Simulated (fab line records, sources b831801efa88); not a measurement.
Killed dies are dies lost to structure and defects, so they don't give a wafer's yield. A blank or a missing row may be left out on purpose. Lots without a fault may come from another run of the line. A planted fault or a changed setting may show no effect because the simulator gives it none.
Split-lot experiment | flow sky130 | 5 lots, 23 wafers read, on a route of 708 steps

THE SPLIT
At SKY_CAP2M_COAT_07 (resist thk 1140 nm), the setting resist_thk_nm was moved away from the recipe's 1140 nm on 10 of the 23 wafers read, by -5.4% to +4.2%. The other wafers ran this setting at the recipe's value.

FROM THE SPLIT TO THE READING: what the file shows between them, 3 steps
- SKY_CAP2M_SOFTBAKE_08: time 60 s
- SKY_CAP2M_EXPOSE_09: exposes mask CAP2M, target cd 1000 nm
- SKY_CAP2M_PEB_10

THE READING
CAP2M.cd_nm (the simulator's own value, which no gauge read), in nm, at SKY_CAP2M_DEVELOP_11 (develop time 61.15 s). The file gives no usual value for it. The 13 wafers here that ran the recipe average 998.0 nm, standard deviation 2.8 nm.

wafer  | tool, chamber at the split | resist_thk_nm as run, nm | against the recipe | CAP2M.cd_nm, nm | against lot-mates on the recipe
L079.1 | litho_track-01, 0          | 1188                     | +4.2%              | 1000            | +5.8
L079.2 | litho_track-01, 0          | 1140                     | recipe             | 994.3           | -
L079.3 | litho_track-01, 0          | 1140                     | recipe             | 994.2           | -
L079.4 | litho_track-01, 0          | 1188                     | +4.2%              | 1002            | +7.8
L079.6 | litho_track-01, 0          | 1140                     | recipe             | 994.1           | -
L080.1 | litho_track-03, 0          | 1079                     | -5.4%              | 993.4           | -4.6
L080.2 | litho_track-03, 0          | 1140                     | recipe             | 995.9           | -
L080.4 | litho_track-03, 0          | 1140                     | recipe             | 1000            | -
L080.5 | litho_track-03, 0          | 1079                     | -5.4%              | 991.8           | -6.2
L080.6 | litho_track-03, 0          | 1079                     | -5.4%              | 992.2           | -5.8
L081.1 | litho_track-04, 0          | 1140                     | recipe             | 1001            | -
L081.3 | litho_track-04, 0          | 1140                     | recipe             | 1001            | -
L081.2 | litho_track-04, 0          | 1140                     | recipe             | 1002            | -
L084.2 | litho_track-01, 0          | 1140                     | recipe             | 998.9           | -
L084.3 | litho_track-01, 0          | 1113                     | -2.4%              | 998.5           | -1.1
L084.4 | litho_track-01, 0          | 1140                     | recipe             | 1001            | -
L084.5 | litho_track-01, 0          | 1140                     | recipe             | 998.8           | -
L084.6 | litho_track-01, 0          | 1113                     | -2.4%              | 997.1           | -2.5
L085.1 | litho_track-01, 0          | 1086                     | -4.7%              | 993.9           | -2.3
L085.2 | litho_track-01, 0          | 1140                     | recipe             | 996.3           | -
L085.3 | litho_track-01, 0          | 1086                     | -4.7%              | 993             | -3.2
L085.5 | litho_track-01, 0          | 1140                     | recipe             | 996.1           | -
L085.6 | litho_track-01, 0          | 1086                     | -4.7%              | 989.8           | -6.4

THE FIT
A straight line over all 23 wafers: CAP2M.cd_nm changes by +0.968 nm for each +1% of resist_thk_nm; r = +0.74; the points scatter about the line by 2.5 nm.
The same after taking each lot's own level away (the mean of its wafers on the recipe; 23 wafers): +1.12 nm for each +1%; r = +0.92; scatter 1.3 nm.
On that fit, the largest move of resist_thk_nm shifts the reading by 6 nm.
The lots' own levels span 994.20 to 1001.33 nm, that is 2.5 times the standard deviation above.
So the lot-to-lot level blurs the effect unless lot-mates are compared.
Check: with one of the wafers moved furthest among these (-5.4%) left out of the fit, the line predicts -5.64 nm for it against its lot-mates. It came out at -4.55 nm against them.

OTHER SPLITS ON THESE WAFERS
These wafers also went through other splits before the reading. Each is held against what the fit with the lots' levels taken away leaves over:
other split on the same wafers | wafers away from the commonest value | r with CAP2M.cd_nm (lot level and that fit taken away)
SKY_CAPM_SPUTTER_02 power_w    | 5                                    | +0.38
SKY_CAPM_METAL_ETCH_13 time_s  | 9                                    | +0.18
SKY_METAL3_EXPOSE_10 dose_mj   | 8                                    | +0.15
SKY_VIA3_HDPCVD_00 time_s      | 5                                    | -0.44
SKY_VIA3_COAT_07 resist_thk_nm | 5                                    | +0.03
SKY_VIA3_ETCH_15 time_s        | 5                                    | -0.01
SKY_METAL4_SPUTTER_03 power_w  | 8                                    | +0.07

THE WHOLE CHAIN: every reading that the file lists as answering this split, in the file's order
step                 | what it does         | reading                                                                          | change (the file's fit)              | r (the file's)
SKY_CAP2M_COAT_07    | resist thk 1140 nm   | NOVOLAK_of_CAP2M_COAT_07.thk_nm (the simulator's own value, which no gauge read) | +11.7 nm for each +1% of the setting | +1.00
SKY_CAP2M_DEVELOP_11 | develop time 61.15 s | CAP2M.cd_nm (the simulator's own value, which no gauge read)                     | +1.08 nm for each +1% of the setting | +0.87

THE FILE'S OWN FIT
CAP2M.cd_nm changes by +1.08 nm for each +1% of resist_thk_nm, r = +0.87.
